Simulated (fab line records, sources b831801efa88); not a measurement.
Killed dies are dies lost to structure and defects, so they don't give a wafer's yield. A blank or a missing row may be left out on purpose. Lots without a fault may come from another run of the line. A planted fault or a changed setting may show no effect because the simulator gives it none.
A struck lot beside a sound one | flow sky130 | 36 steps out of a route of 708
Sound: wafers L447.1, L447.2, L447.6. Struck: wafers L453.1, L453.4, L453.5. The cause comes at the end.
At each step with rows: each side's tool, then ch and its chambers, then its first start. Under that, the readings that differ: sound wafers | struck wafers | difference of the means | sigmas: that difference in standard deviations of wafers without a fault.
alike: readings whose means differ by less than 2 such deviations, and words and numbers that are the same on both sides. not compared: withheld readings, readings that some wafer has no value for, bounds like >300 that may hide the same value, and numbers for which the record gives no deviation and whose values overlap.
The two part at a step that has a row with sigmas, a row that says differs or no value, or rows on one side only. Numbers that don't overlap but have no deviation are shown without sigmas and don't part them. A reading that every wafer of one side lacks parts them only if that side has two wafers or more.

first, 10 steps without rows for these wafers: SKY_POLY_CUT_ETCH_10 (etches BARC in N2/H2, stops on SiO2, time 45.9 s, target depth 60 nm); SKY_POLY_CUT_ETCH_11 (etches Si3N4 in CF4/CH2F2/Ar, stops on poly-Si, time 42.5 s, target depth 60 nm); SKY_POLY_CUT_STRIP_12 (strips in O2/N2); SKY_SD_P_DEHYDRATE_00 (time 60 s); SKY_SD_P_HMDS_01 (prime time 60 s); SKY_SD_P_COAT_02 (resist thk 1140 nm); SKY_SD_P_SOFTBAKE_03 (time 60 s); SKY_SD_P_EXPOSE_04 (exposes mask PSDM, target cd 380 nm); SKY_SD_P_PEB_05; SKY_SD_P_DEVELOP_06 (develop time 60 s).
SKY_SD_P_IMPLANT_09:
  sound on implanter-04 ch 0, day 25 16:11; struck on implanter-04 ch 0, day 28 07:25
  reading       | sound                         | struck                       | difference | sigmas
  dose_ions_cm2 | 3.001e+15 3.001e+15 2.997e+15 | 3.265e+15 3.27e+15 3.264e+15 | +2.667e+14 | +83
SKY_SD_P_STRIP_10: strips in O2/N2.
  sound on plasma_asher-03 ch 0,1, day 25 16:20; struck on plasma_asher-04 ch 0,1, day 28 07:34
  reading                      | sound             | struck            | difference | sigmas
  strip_time_to_endpoint_s (s) | 17.46 17.47 17.48 | 17.69 17.68 17.66 | +0.21      | +6
  alike: chamber_pressure_mTorr, drypump_motor_current_A, oes_product_au
  not compared: rf_hours_counter_h
SKY_SD_P_TW_MEAS_11:
  sound on film_metro-01, day 25 16:26; struck on film_metro-04, day 28 07:40
  reading | sound          | struck         | difference | sigmas
  SD_P_TW | 2835 2827 2850 | 2868 2868 2866 | +30        | +2
then, 21 steps without rows for these wafers: SKY_RES_XHIGH_DEHYDRATE_00 (time 60 s); SKY_RES_XHIGH_HMDS_01 (prime time 60 s); SKY_RES_XHIGH_COAT_02 (resist thk 1140 nm); SKY_RES_XHIGH_SOFTBAKE_03 (time 60 s); SKY_RES_XHIGH_EXPOSE_04 (exposes mask URPM, target cd 1270 nm); SKY_RES_XHIGH_PEB_05; SKY_RES_XHIGH_DEVELOP_06 (develop time 60 s); SKY_RES_XHIGH_IMPLANT_07; SKY_RES_XHIGH_STRIP_08 (strips in O2/N2); SKY_SD_N_DEHYDRATE_00 (time 60 s); SKY_SD_N_HMDS_01 (prime time 60 s); SKY_SD_N_COAT_02 (resist thk 1140 nm); SKY_SD_N_SOFTBAKE_03 (time 60 s); SKY_SD_N_EXPOSE_04 (exposes mask NSDM, target cd 380 nm); SKY_SD_N_PEB_05; SKY_SD_N_DEVELOP_06 (develop time 60 s); SKY_SD_N_IMPLANT_09; SKY_SD_N_IMPLANT_10; SKY_SD_N_STRIP_11 (strips in O2/N2); SKY_SD_N_CLEAN_13 (cleans in SC1/SC2, time 150 s); SKY_SD_N_RTA_14 (time 2 s).
-- the record jumps here: 2 days lie between the struck wafers' starts before and after --
SKY_SD_N_RS_MEAS_17: measures by four-point-probe.
  sound on film_metro-02, day 28 05:25; struck on film_metro-01, day 30 18:40
  alike: SD_P_RS
-- the record jumps here: 17 days lie between the struck wafers' starts before and after (it left off in module SD_N and takes up again in module PAD_OPEN, whose first step shown is number 708 of the route) --
SKY_PAD_OPEN_PROBE_99:
  sound on prober-01, day 46 01:45; struck on prober-01, day 47 19:58
  reading                             | sound             | struck            | difference | sigmas
  model.etest.res_high_po.line_ohm_um | 740.3 739 733.2   | 724.1 708.6 715.4 | -21.5      |
  model.etest.licon_high_po.rc_ohm    | 348.6 358.4 338.2 | 316.9 320.6 316.2 | -30.5      |
  model.etest.res_high_po.rs_ohm_sq   | 259.5 258.5 257.3 | 252.6 248.4 253.1 | -7.1       |
  model.etest.res_pdiff_hv.rs_ohm_sq  | 196.6 195.1 196.6 | 188.3 189.3 187.5 | -7.7       |
  model.etest.res_pdiff.rs_ohm_sq     | 200.8 200.8 202   | 191.9 193.8 194.3 | -7.9       |
  alike: killed_at_M0_to_M3, killed_at_M4_up, killed_at_contacts, killed_at_front_end, killed_at_other, killed_dies, killed_open, killed_short

WHERE THEY PART
First at SKY_SD_P_IMPLANT_09; last, within this record, at SKY_SD_P_TW_MEAS_11. Later steps at which nothing parts them and some readings are alike: SKY_SD_N_RS_MEAS_17, SKY_PAD_OPEN_PROBE_99.

WHY: what the simulator had put in
Process parameter drift: implanter-04, from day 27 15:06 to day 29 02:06, at SKY_SD_P_IMPLANT_09. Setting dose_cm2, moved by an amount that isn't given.
